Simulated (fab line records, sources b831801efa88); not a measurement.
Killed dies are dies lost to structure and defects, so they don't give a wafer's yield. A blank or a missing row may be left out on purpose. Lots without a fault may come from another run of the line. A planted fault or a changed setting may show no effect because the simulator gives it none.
Chamber matching | flow sky130 | SKY_LI_CONTACT_CMP_02 on cmp-01: 4 sister chambers
The step polishes PSG. 16 wafers are shown with their chamber, then 8 later ones without.

WAFERS WITH THEIR CHAMBER
wafer  | chamber | motor_current_A (A) | time_to_endpoint_s (s)
L800.3 | 3       | 11.8                | 37.1
L800.5 | 3       | 13.1                | 37.6
L800.6 | 0       | 14.3                | 38.4
L802.2 | 3       | 12.6                | 34.1
L802.4 | 0       | 13.7                | 35.8
L802.6 | 3       | 12.5                | 31.9
L803.1 | 0       | 13.8                | 35.0
L803.5 | 2       | 11.3                | 37.6
L803.6 | 3       | 13.1                | 35.2
L805.4 | 1       | 12.1                | 28.4
L805.5 | 0       | 14.0                | 35.0
L805.6 | 3       | 12.1                | 34.5
L807.2 | 0       | 13.8                | 32.9
L807.4 | 1       | 12.0                | 29.0
L807.6 | 0       | 13.4                | 32.5
L818.1 | 1       | 11.9                | 31.3

SIGNATURES (means of the wafers above)
reading            | chamber 0 | chamber 1 | chamber 2 | chamber 3 | scatter within a chamber
motor_current_A    | 13.833    | 12.000    | 11.300    | 12.533    | 0.392
time_to_endpoint_s | 34.933    | 29.567    | 37.600    | 35.067    | 2.03
Rule: a wafer's distance from a chamber is the root of the sum, over the readings, of the square of ((its reading less the chamber's mean) divided by the reading's scatter). The wafer belongs to the nearest chamber; if the next one is less than 2 further off, it can't be placed. The scatter: the root of (the sum of the squares of (reading less its chamber's mean) over the shown wafers, divided by (wafers less chambers)).

WAFERS WITHOUT THEIR CHAMBER
wafer  | motor_current_A (A) | time_to_endpoint_s (s)
L818.2 | 11.3                | 34.3
L818.3 | 14.1                | 35.6
L820.2 | 14.0                | 39.5
L820.4 | 12.7                | 37.8
L820.6 | 13.4                | 39.2
L821.1 | 13.4                | 36.8
L821.4 | 12.2                | 36.2
L821.6 | 13.4                | 36.6

WHICH CHAMBER EACH WENT THROUGH
wafer  | from the rows above          | in truth
L818.2 | can't be placed: 2 or 1 or 3 | 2
L818.3 | 0                            | 0
L820.2 | 0                            | 0
L820.4 | can't be placed: 3 or 0      | 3
L820.6 | can't be placed: 0 or 3      | 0
L821.1 | can't be placed: 0 or 3      | 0
L821.4 | can't be placed: 3 or 2      | 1
L821.6 | can't be placed: 0 or 3      | 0
Placed correctly: 2 of 8. Can't be placed from these rows: 6 (the true chamber is among the candidates in 5). Placed wrongly: 0.
